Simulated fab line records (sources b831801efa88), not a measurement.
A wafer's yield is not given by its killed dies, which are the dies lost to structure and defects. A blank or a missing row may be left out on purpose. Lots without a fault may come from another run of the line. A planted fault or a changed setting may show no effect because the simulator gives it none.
The same fault as seen by 2 desks	flow sky130	every desk sees just its own numbers, and what lay behind them comes last

## FROM THE METROLOGY DESK
Means of the sampled wafers that have a number, per lot and without regard to the tool the lot ran on: this is what the gauges read. If a lot's mean is further than 4 standard deviations from the usual mean, the lot is out of limits and carries the mark OUT (the distance appears in the brackets).
Columns: A = FIELD_ISO_CVD_03_THK at SKY_FIELD_ISO_THK_MEAS_04, usual 164.0 nm; B = PWDE_TW at SKY_PWDE_TW_MEAS_10, usual 373
lot	first seen here	A	B
L343	day 1 16:53	163.4	373
L344	day 1 19:34	163.6	371
L346	day 2 09:10	163.0	372
L347	day 2 12:00	164.4	380
L349	day 2 19:30	163.2	383
L350	day 3 02:40	164.3	372
L356	day 4 08:09	165.6	371
L358	day 4 17:22	162.3	372
L359	day 4 22:47	166.1	378
L361	day 5 08:03	164.5	371
L363	day 5 17:56	162.9	371
L364	day 5 23:19	162.9	370
L366	day 6 09:05	165.6	371
Result from this desk: across the 13 lots, nothing is out of limits.

## THE TOOL OWNER'S DESK: rie si-02
The tool's own readings at SKY_FIELD_ISO_ETCH_17 (etches Si in HBr/Cl2/O2, target depth 342 nm, time 97.7 s): means of the sampled wafers that have a number, for each lot that ran on this tool. If a lot's mean is further than 4 standard deviations from the usual mean, the lot is out of limits and carries the mark OUT (the distance appears in the brackets).
Columns: A = drypump motor current A at SKY_FIELD_ISO_ETCH_17, usual 5.7 A; B = oes product au at SKY_FIELD_ISO_ETCH_17, usual 0.997 a.u.; C = run length s at SKY_FIELD_ISO_ETCH_17, usual 125.9 s; D = throttle valve pct at SKY_FIELD_ISO_ETCH_17, usual 25.658 %
lot	first seen here	A	B	C	D
L343	day 2 07:22	5.6	1.008	125.6	25.648
L347	day 3 04:16	5.4	1.009	125.9	25.654
L349	day 3 11:37	5.7	1.004	125.6	25.654
L356	day 5 01:28	5.7	0.999	118.7 (-14) OUT	25.655
L358	day 5 11:22	5.7	0.997	120.7 (-10) OUT	25.657
L359	day 5 17:16	5.5	0.999	121.1 (-9.2) OUT	25.658
This desk's verdict: out of limits on L356, L358, L359, starting with L356 at day 5 01:28 (run length s at SKY_FIELD_ISO_ETCH_17). In limits: L343, L347, L349.

## ALL TOGETHER
At day 5 01:28, on L356, L358, L359, the tool owner's desk was in a position to raise an alarm.
Metrology desk: nothing out of limits seen.
The metrology desk has L356, L358, L359 on record, within its limits.
On rie si-02, each named lot ran SKY_FIELD_ISO_ETCH_17.

## WHAT THE SIMULATOR HAD PUT IN
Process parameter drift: rie si-02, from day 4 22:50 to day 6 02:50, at SKY_FIELD_ISO_ETCH_17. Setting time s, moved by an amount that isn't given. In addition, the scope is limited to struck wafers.
Struck lots among those shown: L356, L358, L359.
Delay in hours, fault start to first out-of-limits reading, by desk: the tool owner's desk at 3.
